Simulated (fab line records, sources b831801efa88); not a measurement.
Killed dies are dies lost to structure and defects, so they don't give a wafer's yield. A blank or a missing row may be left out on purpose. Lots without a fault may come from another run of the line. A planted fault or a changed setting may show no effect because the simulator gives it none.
Chamber matching | flow sfq_line | SFQ_TRILAYER_I0_CMP_CMP_028 on cmp-02: 4 sister chambers
The step polishes SiO2. 4 wafers are shown with their chamber, then 8 later ones without.

WAFERS WITH THEIR CHAMBER
wafer  | chamber | motor_current_A (A)
L435.2 | 3       | 8.9
L436.1 | 0       | 10.0
L436.3 | 2       | 12.4
L438.3 | 1       | 9.8

WAFERS WITHOUT THEIR CHAMBER
wafer  | motor_current_A (A)
L438.1 | 9.1
L438.6 | 10.1
L441.2 | 8.7
L441.3 | 9.7
L441.5 | 9.1
L442.2 | 11.3
L442.3 | 9.6
L442.6 | 10.1

WHICH CHAMBER EACH WENT THROUGH
wafer  | from the rows above          | in truth
L438.1 | can't be placed: 3 or 1 or 0 | 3
L438.6 | can't be placed: 0 or 1      | 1
L441.2 | 3                            | 3
L441.3 | can't be placed: 1 or 0 or 3 | 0
L441.5 | can't be placed: 3 or 1 or 0 | 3
L442.2 | can't be placed: 2 or 0 or 1 | 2
L442.3 | can't be placed: 1 or 0 or 3 | 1
L442.6 | can't be placed: 0 or 1      | 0
Placed correctly: 1 of 8. Can't be placed from these rows: 7 (the true chamber is among the candidates in 7). Placed wrongly: 0.
How it was worked out, from the rows above alone: a wafer's distance from a chamber is the root of the sum, over the readings, of the square of ((its reading less the chamber's mean) divided by the reading's scatter). The wafer belongs to the nearest chamber; if the next one is less than 2 further off, it can't be placed. A chamber's mean is the mean of its shown wafers. The scatter: with one shown wafer a chamber, the root of the mean of the squares of how far each hidden wafer lies from its nearest shown one.
